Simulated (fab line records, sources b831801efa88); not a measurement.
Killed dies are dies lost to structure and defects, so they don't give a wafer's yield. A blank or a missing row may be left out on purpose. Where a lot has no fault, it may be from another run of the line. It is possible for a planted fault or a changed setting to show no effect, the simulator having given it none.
Which tool was responsible?    flow gf180mcu    18 wafers from 6 lots sampled at 4 of the route's 602 steps

WHAT THE GAUGES READ, wafer by wafer
GF_TOP_METAL_CD_MEAS_14: the cd target is 440 nm.
lot   measured      on        cdNm (nm)
L850  day 30 00:08  cdSem-01  440.7 444.0 441.6
L856  day 31 18:38  cdSem-01  444.0 445.9 442.5
L858  day 32 09:11  cdSem-01  443.3 443.3 442.8
L860  day 32 20:13  cdSem-02  437.8 440.5 439.9
L862  day 33 06:37  cdSem-01  442.4 439.5 438.9
L866  day 34 04:31  cdSem-01  440.7 438.3 440.3

TOOL THAT RAN EACH LOT (tool first, then ch and the chambers of the sampled wafers, then the start)
lot   GF_V4_ETCH_16                      GF_V5_CMP_26                 GF_TOP_METAL_SPUTTER_03
L850  rieDiel-04 ch 0,2,3, day 26 13:16  cmp-02 ch 0,1, day 29 05:05  pvdSputter-04, day 29 05:33
L856  rieDiel-03 ch 0,1, day 28 12:31    cmp-01 ch 0,3, day 31 00:59  pvdSputter-04, day 31 01:28
L858  rieDiel-02 ch 0,3, day 29 03:19    cmp-02 ch 0,1, day 31 15:27  pvdSputter-02, day 31 15:56
L860  rieDiel-02 ch 2,3, day 29 15:50    cmp-02 ch 0,3, day 32 03:04  pvdSputter-01, day 32 03:29
L862  rieDiel-04 ch 0,2, day 30 06:22    cmp-02 ch 1,2, day 32 14:44  pvdSputter-04, day 32 15:13
L866  rieDiel-03 ch 0,1, day 31 05:22    cmp-01 ch 0,1, day 33 12:15  pvdSputter-01, day 33 12:41
- GF_V4_ETCH_16: etches BARC in N2/H2.
- GF_V5_CMP_26: polishes, stops on SiO2, t overpolish 15 s, target thk 0 nm.
- GF_TOP_METAL_SPUTTER_03: material Ti, target thk 5 nm, time 3.3 s.

THE ANSWER, worked out from the rows above alone
Rule: usual is defined by the lots themselves. Put in order of their means at a reading, lots are off if they are a third of the lots or fewer, leave a main group of 4 or more, and stand apart from it by a gap of 3 or more times the standard deviation of the main group's means; of several such gaps the widest counts. The tables above print the reading to a certain number of digits; a main group whose means all agree to those digits is not used. Also off: a lot with no number at a reading for which 4 or more lots have one. The other lots that the step has rows for count as sound.
None of the lots is off at any reading shown; this tells nothing.

WHAT WAS PUT IN BY THE SIMULATOR
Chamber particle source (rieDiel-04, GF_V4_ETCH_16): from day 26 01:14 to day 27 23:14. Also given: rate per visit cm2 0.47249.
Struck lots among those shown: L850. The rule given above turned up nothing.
